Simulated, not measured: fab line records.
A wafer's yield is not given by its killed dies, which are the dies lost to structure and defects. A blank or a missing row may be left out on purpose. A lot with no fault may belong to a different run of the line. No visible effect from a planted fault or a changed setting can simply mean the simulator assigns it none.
Which of the tools did it? / flow gf180mcu / 72 wafers from 24 lots sampled at 5 of the route's 602 steps

== WHAT THE GAUGES READ, wafer by wafer ==
GF_STI_THK_MEAS_04. Usual: STI_CVD_03_THK gives 206.1 nm (standard deviation 2.2).
lot=L074; measured=day 1 13:34; on=film metro-01; STI_CVD_03_THK (nm)=208.1 207.2 206.6; flag=
lot=L075; measured=day 1 18:34; on=film metro-03; STI_CVD_03_THK (nm)=202.5 205.9 204.7; flag=
lot=L076; measured=day 1 23:48; on=film metro-03; STI_CVD_03_THK (nm)=204.2 207.1 206.2; flag=
lot=L077; measured=day 2 05:52; on=film metro-03; STI_CVD_03_THK (nm)=206.7 206.1 206.1; flag=
lot=L078; measured=day 2 09:34; on=film metro-01; STI_CVD_03_THK (nm)=207.0 206.0 204.2; flag=
lot=L079; measured=day 2 15:31; on=film metro-03; STI_CVD_03_THK (nm)=208.0 207.5 206.6; flag=
lot=L080; measured=day 2 19:35; on=film metro-02; STI_CVD_03_THK (nm)=207.1 208.0 207.2; flag=
lot=L081; measured=day 3 00:34; on=film metro-03; STI_CVD_03_THK (nm)=208.7 209.8 209.7; flag=
lot=L082; measured=day 3 05:47; on=film metro-02; STI_CVD_03_THK (nm)=208.6 207.5 209.3; flag=
lot=L083; measured=day 3 10:34; on=film metro-02; STI_CVD_03_THK (nm)=208.8 209.5 209.0; flag=
lot=L084; measured=day 3 15:35; on=film metro-01; STI_CVD_03_THK (nm)=206.9 205.4 205.9; flag=
lot=L085; measured=day 3 21:13; on=film metro-02; STI_CVD_03_THK (nm)=209.1 208.3 207.4; flag=
lot=L086; measured=day 4 02:38; on=film metro-03; STI_CVD_03_THK (nm)=205.6 205.8 206.1; flag=
lot=L087; measured=day 4 07:52; on=film metro-02; STI_CVD_03_THK (nm)=207.7 209.9 207.9; flag=
lot=L088; measured=day 4 11:35; on=film metro-02; STI_CVD_03_THK (nm)=206.3 205.4 204.1; flag=
lot=L089; measured=day 4 16:35; on=film metro-03; STI_CVD_03_THK (nm)=206.7 208.2 206.7; flag=
lot=L090; measured=day 4 21:35; on=film metro-01; STI_CVD_03_THK (nm)=201.5 202.9 201.6; flag=
lot=L091; measured=day 5 02:34; on=film metro-01; STI_CVD_03_THK (nm)=205.2 206.8 206.9; flag=
lot=L092; measured=day 5 08:35; on=film metro-01; STI_CVD_03_THK (nm)=206.2 206.5 207.3; flag=
lot=L093; measured=day 5 12:34; on=film metro-01; STI_CVD_03_THK (nm)=202.7 203.0 202.5; flag=
lot=L094; measured=day 5 17:35; on=film metro-01; STI_CVD_03_THK (nm)=201.8 201.1 202.6; flag=
lot=L095; measured=day 5 22:34; on=film metro-01; STI_CVD_03_THK (nm)=207.4 208.6 204.3; flag=
lot=L096; measured=day 6 04:23; on=film metro-01; STI_CVD_03_THK (nm)=203.3 205.8 204.2; flag=
lot=L097; measured=day 6 08:34; on=film metro-01; STI_CVD_03_THK (nm)=203.9 204.5 202.4; flag=

GF_PSD_OVL_MEAS_08. Usual: PSD_OVL gives 0.7 nm (standard deviation 1.2).
lot=L074; measured=day 14 05:08; on=overlay-01; PSD_OVL (nm)=0.6 -0.9 -1.2; flag=
lot=L075; measured=day 14 10:01; on=overlay-01; PSD_OVL (nm)=-0.7 1.0 2.1; flag=
lot=L076; measured=day 14 23:29; on=overlay-01; PSD_OVL (nm)=0.8 0.5 0.6; flag=
lot=L077; measured=day 15 04:43; on=overlay-01; PSD_OVL (nm)=0.9 -0.7 -1.5; flag=
lot=L078; measured=day 15 10:44; on=overlay-01; PSD_OVL (nm)=1.0 -1.1 -0.3; flag=
lot=L079; measured=day 15 23:55; on=overlay-02; PSD_OVL (nm)=-0.3 0.0 0.5; flag=
lot=L080; measured=day 16 03:55; on=overlay-02; PSD_OVL (nm)=2.7 1.6 1.1; flag=
lot=L081; measured=day 16 15:14; on=overlay-01; PSD_OVL (nm)=-0.9 0.2 2.5; flag=
lot=L082; measured=day 16 23:32; on=overlay-01; PSD_OVL (nm)=2.1 1.4 1.6; flag=
lot=L083; measured=day 17 12:45; on=overlay-01; PSD_OVL (nm)=-1.0 -0.9 -0.7; flag=
lot=L084; measured=day 17 20:07; on=overlay-02; PSD_OVL (nm)=2.3 1.6 1.3; flag=
lot=L085; measured=day 18 04:47; on=overlay-02; PSD_OVL (nm)=2.1 0.5 1.8; flag=
lot=L086; measured=day 18 12:47; on=overlay-02; PSD_OVL (nm)=1.2 0.1 0.8; flag=
lot=L087; measured=day 18 20:58; on=overlay-01; PSD_OVL (nm)=0.8 1.7 1.4; flag=
lot=L088; measured=day 19 04:29; on=overlay-01; PSD_OVL (nm)=3.6 0.7 2.8; flag=
lot=L089; measured=day 19 09:57; on=overlay-01; PSD_OVL (nm)=0.7 1.4 1.2; flag=
lot=L090; measured=day 19 23:18; on=overlay-01; PSD_OVL (nm)=-0.7 1.6 1.8; flag=
lot=L091; measured=day 20 07:05; on=overlay-02; PSD_OVL (nm)=1.2 0.8 0.5; flag=
lot=L092; measured=day 20 16:06; on=overlay-01; PSD_OVL (nm)=0.0 -0.8 -0.5; flag=
lot=L093; measured=day 20 23:00; on=overlay-01; PSD_OVL (nm)=0.1 0.3 -0.4; flag=
lot=L094; measured=day 21 11:01; on=overlay-02; PSD_OVL (nm)=1.4 0.8 0.9; flag=
lot=L095; measured=day 21 13:30; on=overlay-01; PSD_OVL (nm)=0.9 2.5 1.6; flag=
lot=L096; measured=day 21 20:23; on=overlay-02; PSD_OVL (nm)=2.2 0.3 0.5; flag=
lot=L097; measured=day 22 09:15; on=overlay-02; PSD_OVL (nm)=2.3 2.0 1.7; flag=

GF_V1_CD_MEAS_14: target cd 260 nm. Usual: 259.8 nm for cd nm, sd 1.4.
lot=L074; measured=day 18 02:45; on=cd sem-02; cd nm (nm)=259.4 258.2 258.2; flag=
lot=L075; measured=day 18 07:56; on=cd sem-02; cd nm (nm)=259.5 259.0 258.4; flag=
lot=L076; measured=day 18 22:56; on=cd sem-02; cd nm (nm)=262.2 262.0 261.2; flag=
lot=L077; measured=day 19 05:28; on=cd sem-02; cd nm (nm)=260.7 262.1 260.8; flag=
lot=L078; measured=day 19 11:35; on=cd sem-02; cd nm (nm)=262.3 260.8 260.1; flag=
lot=L079; measured=day 20 02:35; on=cd sem-02; cd nm (nm)=260.0 260.3 259.9; flag=
lot=L080; measured=day 20 06:26; on=cd sem-02; cd nm (nm)=258.4 259.1 258.6; flag=
lot=L081; measured=day 20 17:35; on=cd sem-02; cd nm (nm)=259.0 258.8 258.9; flag=
lot=L082; measured=day 21 04:07; on=cd sem-02; cd nm (nm)=259.0 261.3 260.3; flag=
lot=L083; measured=day 21 17:59; on=cd sem-02; cd nm (nm)=258.6 258.9 259.0; flag=
lot=L084; measured=day 21 23:34; on=cd sem-02; cd nm (nm)=258.7 260.2 259.0; flag=
lot=L085; measured=day 22 12:38; on=cd sem-01; cd nm (nm)=261.5 261.8 261.1; flag=
lot=L086; measured=day 22 18:38; on=cd sem-01; cd nm (nm)=259.6 259.1 259.6; flag=
lot=L087; measured=day 22 23:04; on=cd sem-02; cd nm (nm)=257.2 258.5 258.1; flag=
lot=L088; measured=day 23 11:41; on=cd sem-01; cd nm (nm)=260.6 261.4 261.7; flag=
lot=L089; measured=day 23 14:52; on=cd sem-01; cd nm (nm)=259.7 260.8 260.4; flag=
lot=L090; measured=day 23 23:43; on=cd sem-01; cd nm (nm)=258.9 260.1 259.1; flag=
lot=L091; measured=day 24 12:32; on=cd sem-01; cd nm (nm)=262.3 261.5 263.0; flag=
lot=L092; measured=day 24 17:22; on=cd sem-02; cd nm (nm)=260.8 261.6 261.0; flag=
lot=L093; measured=day 24 21:19; on=cd sem-02; cd nm (nm)=258.4 260.8 259.4; flag=
lot=L094; measured=day 25 09:30; on=cd sem-02; cd nm (nm)=258.8 258.1 258.6; flag=
lot=L095; measured=day 25 13:47; on=cd sem-02; cd nm (nm)=260.6 262.1 260.6; flag=
lot=L096; measured=day 25 19:39; on=cd sem-02; cd nm (nm)=256.3 255.8 257.5; flag=
lot=L097; measured=day 26 05:29; on=cd sem-02; cd nm (nm)=259.4 259.9 258.5; flag=

== WHAT TOOL EACH LOT RAN ON (gives the tool, then ch and the chambers of the sampled wafers, and finally the start) ==
lot=L074; GF_VT_IMPLANT_STRIP_42=plasma asher-01 ch 1, day 7 11:49; GF_CONTACT_CMP_04=cmp-02 ch 0,3, day 15 03:58
lot=L075; GF_VT_IMPLANT_STRIP_42=plasma asher-03 ch 0,1, day 7 18:40; GF_CONTACT_CMP_04=cmp-01 ch 0,1,3, day 15 09:01
lot=L076; GF_VT_IMPLANT_STRIP_42=plasma asher-03 ch 0,1, day 8 01:28; GF_CONTACT_CMP_04=cmp-02 ch 0,2,3, day 15 22:23
lot=L077; GF_VT_IMPLANT_STRIP_42=plasma asher-03 ch 0,1, day 8 08:40; GF_CONTACT_CMP_04=cmp-02 ch 2,3, day 16 04:23
lot=L078; GF_VT_IMPLANT_STRIP_42=plasma asher-03 ch 0, day 8 13:01; GF_CONTACT_CMP_04=cmp-01 ch 0,2,3, day 16 10:06
lot=L079; GF_VT_IMPLANT_STRIP_42=plasma asher-03 ch 0,1, day 8 22:15; GF_CONTACT_CMP_04=cmp-02 ch 0,3, day 17 00:05
lot=L080; GF_VT_IMPLANT_STRIP_42=plasma asher-01 ch 0,1, day 9 02:53; GF_CONTACT_CMP_04=cmp-01 ch 0,1,3, day 17 03:25
lot=L081; GF_VT_IMPLANT_STRIP_42=plasma asher-01 ch 0,1, day 9 10:55; GF_CONTACT_CMP_04=cmp-02 ch 0,2, day 17 15:13
lot=L082; GF_VT_IMPLANT_STRIP_42=plasma asher-01 ch 0,1, day 9 17:04; GF_CONTACT_CMP_04=cmp-02 ch 0,2, day 18 00:44
lot=L083; GF_VT_IMPLANT_STRIP_42=plasma asher-04 ch 0, day 10 04:01; GF_CONTACT_CMP_04=cmp-02 ch 0,2,3, day 18 14:25
lot=L084; GF_VT_IMPLANT_STRIP_42=plasma asher-04 ch 0,1, day 10 08:33; GF_CONTACT_CMP_04=cmp-01 ch 0,2,3, day 18 22:08
lot=L085; GF_VT_IMPLANT_STRIP_42=plasma asher-01 ch 0,1, day 10 17:25; GF_CONTACT_CMP_04=cmp-02 ch 2,3, day 19 06:54
lot=L086; GF_VT_IMPLANT_STRIP_42=plasma asher-03 ch 0,1, day 10 21:22; GF_CONTACT_CMP_04=cmp-01 ch 0,2,3, day 19 15:56
lot=L087; GF_VT_IMPLANT_STRIP_42=plasma asher-03 ch 0,1, day 11 04:01; GF_CONTACT_CMP_04=cmp-01 ch 0,3, day 19 22:49
lot=L088; GF_VT_IMPLANT_STRIP_42=plasma asher-03 ch 0,1, day 11 12:49; GF_CONTACT_CMP_04=cmp-02 ch 0,1, day 20 06:35
lot=L089; GF_VT_IMPLANT_STRIP_42=plasma asher-04 ch 0,1, day 11 17:54; GF_CONTACT_CMP_04=cmp-02 ch 1,2, day 20 11:58
lot=L090; GF_VT_IMPLANT_STRIP_42=plasma asher-03 ch 0,1, day 12 00:17; GF_CONTACT_CMP_04=cmp-02 ch 2,3, day 21 01:10
lot=L091; GF_VT_IMPLANT_STRIP_42=plasma asher-03 ch 0,1, day 12 07:28; GF_CONTACT_CMP_04=cmp-02 ch 2,3, day 21 12:53
lot=L092; GF_VT_IMPLANT_STRIP_42=plasma asher-04 ch 0,1, day 12 17:51; GF_CONTACT_CMP_04=cmp-02 ch 0,2,3, day 21 17:52
lot=L093; GF_VT_IMPLANT_STRIP_42=plasma asher-03 ch 0,1, day 12 21:49; GF_CONTACT_CMP_04=cmp-01 ch 0,1,2, day 21 22:22
lot=L094; GF_VT_IMPLANT_STRIP_42=plasma asher-01 ch 0,1, day 13 04:59; GF_CONTACT_CMP_04=cmp-01 ch 1,2, day 22 11:14
lot=L095; GF_VT_IMPLANT_STRIP_42=plasma asher-01 ch 0,1, day 13 09:04; GF_CONTACT_CMP_04=cmp-01 ch 0,3, day 22 14:38
lot=L096; GF_VT_IMPLANT_STRIP_42=plasma asher-01 ch 0,1, day 13 18:26; GF_CONTACT_CMP_04=cmp-01 ch 0,1,2, day 22 21:37
lot=L097; GF_VT_IMPLANT_STRIP_42=plasma asher-04 ch 0,1, day 13 23:18; GF_CONTACT_CMP_04=cmp-01 ch 1,2, day 23 10:12
- GF_VT_IMPLANT_STRIP_42: strips in O2/N2.
- GF_CONTACT_CMP_04: polishes SiO2.

== AS READ BY THE TOOLS THEMSELVES (means over the sampled wafers that have a number; for cases with no such wafer, the mark the record gives instead) ==
GF_VT_IMPLANT_STRIP_42. Usual: drypump motor current A 5.9 A, standard deviation 0.56; heater power w 351 W, standard deviation 28; o2 flow sccm 3001 sccm, standard deviation 8.4; oes product au 0.716 a.u., standard deviation 0.0048; strip time to endpoint s 12.64 s, standard deviation 0.037.
lot=L074; tool=plasma asher-01; drypump motor current A (A)=5.2; heater power w (W)=380; o2 flow sccm (sccm)=3012; oes product au (a.u.)=0.718; strip time to endpoint s (s)=12.62; flag=
lot=L075; tool=plasma asher-03; drypump motor current A (A)=6.4; heater power w (W)=360; o2 flow sccm (sccm)=3004; oes product au (a.u.)=0.721; strip time to endpoint s (s)=12.64; flag=
lot=L076; tool=plasma asher-03; drypump motor current A (A)=6.4; heater power w (W)=358; o2 flow sccm (sccm)=3003; oes product au (a.u.)=0.719; strip time to endpoint s (s)=12.63; flag=
lot=L077; tool=plasma asher-03; drypump motor current A (A)=6.6; heater power w (W)=368; o2 flow sccm (sccm)=3003; oes product au (a.u.)=0.711; strip time to endpoint s (s)=12.60; flag=
lot=L078; tool=plasma asher-03; drypump motor current A (A)=6.3; heater power w (W)=352; o2 flow sccm (sccm)=2994; oes product au (a.u.)=0.712; strip time to endpoint s (s)=12.68; flag=
lot=L079; tool=plasma asher-03; drypump motor current A (A)=6.4; heater power w (W)=363; o2 flow sccm (sccm)=3001; oes product au (a.u.)=0.718; strip time to endpoint s (s)=12.61; flag=
lot=L080; tool=plasma asher-01; drypump motor current A (A)=5.3; heater power w (W)=358; o2 flow sccm (sccm)=3001; oes product au (a.u.)=0.714; strip time to endpoint s (s)=12.63; flag=
lot=L081; tool=plasma asher-01; drypump motor current A (A)=5.3; heater power w (W)=356; o2 flow sccm (sccm)=2998; oes product au (a.u.)=0.719; strip time to endpoint s (s)=12.68; flag=
lot=L082; tool=plasma asher-01; drypump motor current A (A)=5.3; heater power w (W)=359; o2 flow sccm (sccm)=3003; oes product au (a.u.)=0.720; strip time to endpoint s (s)=12.71; flag=
lot=L083; tool=plasma asher-04; drypump motor current A (A)=6.0; heater power w (W)=364; o2 flow sccm (sccm)=3008; oes product au (a.u.)=0.714; strip time to endpoint s (s)=12.70; flag=
lot=L084; tool=plasma asher-04; drypump motor current A (A)=5.8; heater power w (W)=342; o2 flow sccm (sccm)=3001; oes product au (a.u.)=0.715; strip time to endpoint s (s)=12.68; flag=
lot=L085; tool=plasma asher-01; drypump motor current A (A)=5.3; heater power w (W)=357; o2 flow sccm (sccm)=3005; oes product au (a.u.)=0.716; strip time to endpoint s (s)=12.65; flag=
lot=L086; tool=plasma asher-03; drypump motor current A (A)=6.4; heater power w (W)=355; o2 flow sccm (sccm)=2999; oes product au (a.u.)=0.717; strip time to endpoint s (s)=12.68; flag=
lot=L087; tool=plasma asher-03; drypump motor current A (A)=6.4; heater power w (W)=357; o2 flow sccm (sccm)=3002; oes product au (a.u.)=0.719; strip time to endpoint s (s)=12.60; flag=
lot=L088; tool=plasma asher-03; drypump motor current A (A)=6.6; heater power w (W)=370; o2 flow sccm (sccm)=2995; oes product au (a.u.)=0.714; strip time to endpoint s (s)=12.63; flag=
lot=L089; tool=plasma asher-04; drypump motor current A (A)=5.5; heater power w (W)=324; o2 flow sccm (sccm)=3006; oes product au (a.u.)=0.714; strip time to endpoint s (s)=12.66; flag=
lot=L090; tool=plasma asher-03; drypump motor current A (A)=6.4; heater power w (W)=358; o2 flow sccm (sccm)=3002; oes product au (a.u.)=0.717; strip time to endpoint s (s)=12.70; flag=
lot=L091; tool=plasma asher-03; drypump motor current A (A)=6.5; heater power w (W)=369; o2 flow sccm (sccm)=3009; oes product au (a.u.)=0.711; strip time to endpoint s (s)=12.67; flag=
lot=L092; tool=plasma asher-04; drypump motor current A (A)=5.8; heater power w (W)=335; o2 flow sccm (sccm)=3006; oes product au (a.u.)=0.718; strip time to endpoint s (s)=12.68; flag=
lot=L093; tool=plasma asher-03; drypump motor current A (A)=6.6; heater power w (W)=365; o2 flow sccm (sccm)=3002; oes product au (a.u.)=0.720; strip time to endpoint s (s)=12.65; flag=
lot=L094; tool=plasma asher-01; drypump motor current A (A)=5.3; heater power w (W)=361; o2 flow sccm (sccm)=2993; oes product au (a.u.)=0.721; strip time to endpoint s (s)=12.62; flag=
lot=L095; tool=plasma asher-01; drypump motor current A (A)=5.3; heater power w (W)=357; o2 flow sccm (sccm)=2993; oes product au (a.u.)=0.712; strip time to endpoint s (s)=12.65; flag=
lot=L096; tool=plasma asher-01; drypump motor current A (A)=5.3; heater power w (W)=362; o2 flow sccm (sccm)=2996; oes product au (a.u.)=0.711; strip time to endpoint s (s)=12.59; flag=
lot=L097; tool=plasma asher-04; drypump motor current A (A)=5.8; heater power w (W)=348; o2 flow sccm (sccm)=2998; oes product au (a.u.)=0.719; strip time to endpoint s (s)=12.62; flag=

GF_CONTACT_CMP_04. Usual: motor current A 12.2 A, standard deviation 0.87; time to endpoint s 114 s, standard deviation 6.5.
lot=L074; tool=cmp-02; motor current A (A)=12.3; time to endpoint s (s)=115; flag=
lot=L075; tool=cmp-01; motor current A (A)=11.8; time to endpoint s (s)=110; flag=
lot=L076; tool=cmp-02; motor current A (A)=11.8; time to endpoint s (s)=115; flag=
lot=L077; tool=cmp-02; motor current A (A)=11.7; time to endpoint s (s)=112; flag=
lot=L078; tool=cmp-01; motor current A (A)=13.0; time to endpoint s (s)=115; flag=
lot=L079; tool=cmp-02; motor current A (A)=13.2; time to endpoint s (s)=112; flag=
lot=L080; tool=cmp-01; motor current A (A)=12.0; time to endpoint s (s)=112; flag=
lot=L081; tool=cmp-02; motor current A (A)=11.8; time to endpoint s (s)=127; flag=
lot=L082; tool=cmp-02; motor current A (A)=12.0; time to endpoint s (s)=112; flag=
lot=L083; tool=cmp-02; motor current A (A)=12.2; time to endpoint s (s)=111; flag=
lot=L084; tool=cmp-01; motor current A (A)=12.2; time to endpoint s (s)=117; flag=
lot=L085; tool=cmp-02; motor current A (A)=11.4; time to endpoint s (s)=113; flag=
lot=L086; tool=cmp-01; motor current A (A)=12.2; time to endpoint s (s)=120; flag=
lot=L087; tool=cmp-01; motor current A (A)=13.0; time to endpoint s (s)=116; flag=
lot=L088; tool=cmp-02; motor current A (A)=13.1; time to endpoint s (s)=109; flag=
lot=L089; tool=cmp-02; motor current A (A)=11.6; time to endpoint s (s)=116; flag=
lot=L090; tool=cmp-02; motor current A (A)=11.3; time to endpoint s (s)=125; flag=
lot=L091; tool=cmp-02; motor current A (A)=11.6; time to endpoint s (s)=109; flag=
lot=L092; tool=cmp-02; motor current A (A)=12.5; time to endpoint s (s)=123; flag=
lot=L093; tool=cmp-01; motor current A (A)=11.6; time to endpoint s (s)=113; flag=
lot=L094; tool=cmp-01; motor current A (A)=11.8; time to endpoint s (s)=120; flag=
lot=L095; tool=cmp-01; motor current A (A)=12.5; time to endpoint s (s)=118; flag=
lot=L096; tool=cmp-01; motor current A (A)=11.8; time to endpoint s (s)=120; flag=
lot=L097; tool=cmp-01; motor current A (A)=11.7; time to endpoint s (s)=112; flag=

== THE ANSWER, worked out from the rows above alone ==
Rule: take the mean of a lot's wafers that have a number; if it is more than 3 standard deviations from the usual mean, the lot is off. Also off: a lot with no number at a reading for which 4 or more lots have one. Where the step has rows for the other lots, those lots are counted as sound. The gauges are gone through in route order, then the tools' own readings, and for those a lot's mean is taken as printed above. At the first step where some lot is off, the reading lying furthest off is the one used; lots without a number count as furthest.
Nothing can be told from this: no lot is off at any reading shown.

== WHAT WAS PUT IN BY THE SIMULATOR ==
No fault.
